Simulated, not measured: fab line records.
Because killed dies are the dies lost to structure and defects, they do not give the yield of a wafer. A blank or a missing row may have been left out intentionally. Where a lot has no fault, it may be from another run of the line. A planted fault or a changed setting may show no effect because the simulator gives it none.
A struck lot beside a sound one + flow gf180mcu + 27 steps out of a route of 602
Sound: wafers L260.1, L260.4, L260.5. Wafers struck: L273.1, L273.3, L273.6. The cause comes at the end.
Each step with rows lists, per side, the tool, then ch with its chambers, then its first start. Under that, the readings that differ: sound wafers + struck wafers + difference of the means + sigmas: that difference in standard deviations of wafers without a fault.
alike: a reading whose means differ by less than 2 such deviations, as well as words and numbers matching on both sides. not compared: withheld readings; readings where some wafer has no value; bounds like >300 that might hide an equal value; numbers whose values overlap and for which the record gives no deviation.
The two part at a step that has a row with sigmas, a row that says differs or no value, or rows on one side only. When numbers do not overlap yet have no deviation, they are printed without sigmas and do not part them. A reading that every wafer of one side lacks parts them only if that side has two wafers or more.

GF_HV_LDD_ETCHBACK_58: etches Si3N4 in CH3F/O2, stops on SiO2, time 100 s, target depth 90 nm.
  sound on rie diel-02 ch 0,1, day 12 17:30; struck on rie diel-01 ch 0,3, day 17 04:30
  alike: ch3f flow sccm, drypump motor current A, oes product au, throttle valve pct
  not compared: rf hours counter h
then, 7 steps without rows for these wafers: GF_NSD_DEHYDRATE_00 (time 60 s); GF_NSD_HMDS_01 (prime time 60 s); GF_NSD_COAT_02 (resist thk 1000 nm); GF_NSD_SOFTBAKE_03 (time 60 s); GF_NSD_EXPOSE_04 (exposes mask Nplus, target cd 400 nm); GF_NSD_PEB_05; GF_NSD_DEVELOP_06 (develop time 60 s).
GF_NSD_CD_MEAS_07: the cd target is 400 nm.
  sound on cd sem-02 at day 13 12:58; struck on cd sem-02 at day 18 04:08
  alike: cd nm
GF_NSD_OVL_MEAS_08:
  sound on overlay-02 at day 13 13:05; struck on overlay-02 at day 18 04:15
  alike: NSD_OVL
then, 2 steps without rows for these wafers: GF_NSD_IMPLANT_09; GF_NSD_IMPLANT_10.
GF_NSD_STRIP_11: strips in O2/N2.
  sound on plasma asher-01 ch 0,1, day 13 13:25; struck on plasma asher-01 ch 0,1, day 18 04:35
  no value came back on the struck wafers for any of 5 readings (chamber pressure mTorr (mTorr), drypump motor current A (A) and others); on the sound wafers chamber pressure mTorr (mTorr) reads 1499.3 1498.6 1499.6
| reading                                  | sound | struck          | difference | sigmas |
|------------------------------------------|-------|-----------------|------------|--------|
| model.NOVOLAK_of_NSD_COAT_02.thk nm (nm) | 0 0 0 | 1002 1001 999.6 | +1001      |        |
  not compared: rf hours counter h
GF_NSD_TW_MEAS_12:
  sound on film metro-03 at day 13 13:31; struck on film metro-01 at day 18 04:41
  alike: NSD_TW
then, 7 steps without rows for these wafers: GF_PSD_DEHYDRATE_00 (time 60 s); GF_PSD_HMDS_01 (prime time 60 s); GF_PSD_COAT_02 (resist thk 1000 nm); GF_PSD_SOFTBAKE_03 (time 60 s); GF_PSD_EXPOSE_04 (exposes mask Pplus, target cd 400 nm); GF_PSD_PEB_05; GF_PSD_DEVELOP_06 (develop time 60 s).
GF_PSD_CD_MEAS_07: the cd target is 400 nm.
  sound on cd sem-02 at day 14 09:53; struck on cd sem-02 at day 19 04:22
  alike: cd nm
GF_PSD_OVL_MEAS_08:
  sound on overlay-01 at day 14 10:00; struck on overlay-01 at day 19 04:29
  alike: PSD_OVL
next, for these wafers, 1 step has no rows: GF_PSD_IMPLANT_09.
GF_PSD_STRIP_10: strips in O2/N2.
  sound on plasma asher-02 ch 0, day 14 10:11; struck on plasma asher-01 ch 1, day 19 04:40
| reading                      | sound             | struck            | difference | sigmas      |
|------------------------------|-------------------|-------------------|------------|-------------|
| oes product au (a.u.)        | 0.584 0.594 0.589 | 0.654 0.645 0.656 | +0.063     | +15         |
| strip time to endpoint s (s) | 16.59 16.55 16.55 | 31.45 31.45 31.44 | +14.88     | +99 or more |
  alike: chamber pressure mTorr, drypump motor current A, heater power w
  not compared: rf hours counter h
GF_PSD_TW_MEAS_11:
  sound on film metro-03 at day 14 10:17; struck on film metro-01 at day 19 04:46
| reading | sound          | struck   | difference | sigmas |
|---------|----------------|----------|------------|--------|
| PSD_TW  | 3176 3178 3202 | 29 29 30 | -3156      | -83    |
then, 1 step without rows for these wafers: GF_PSD_CLEAN_12 (cleans in SC1/SC2, time 150 s).

## WHERE THEY PART
First at GF_NSD_STRIP_11; last, within this record, at GF_PSD_TW_MEAS_11.

WHY: the cause the simulator had injected
At GF_NSD_STRIP_11, the step was skipped entirely on plasma asher-01 from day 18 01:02 on. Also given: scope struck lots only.
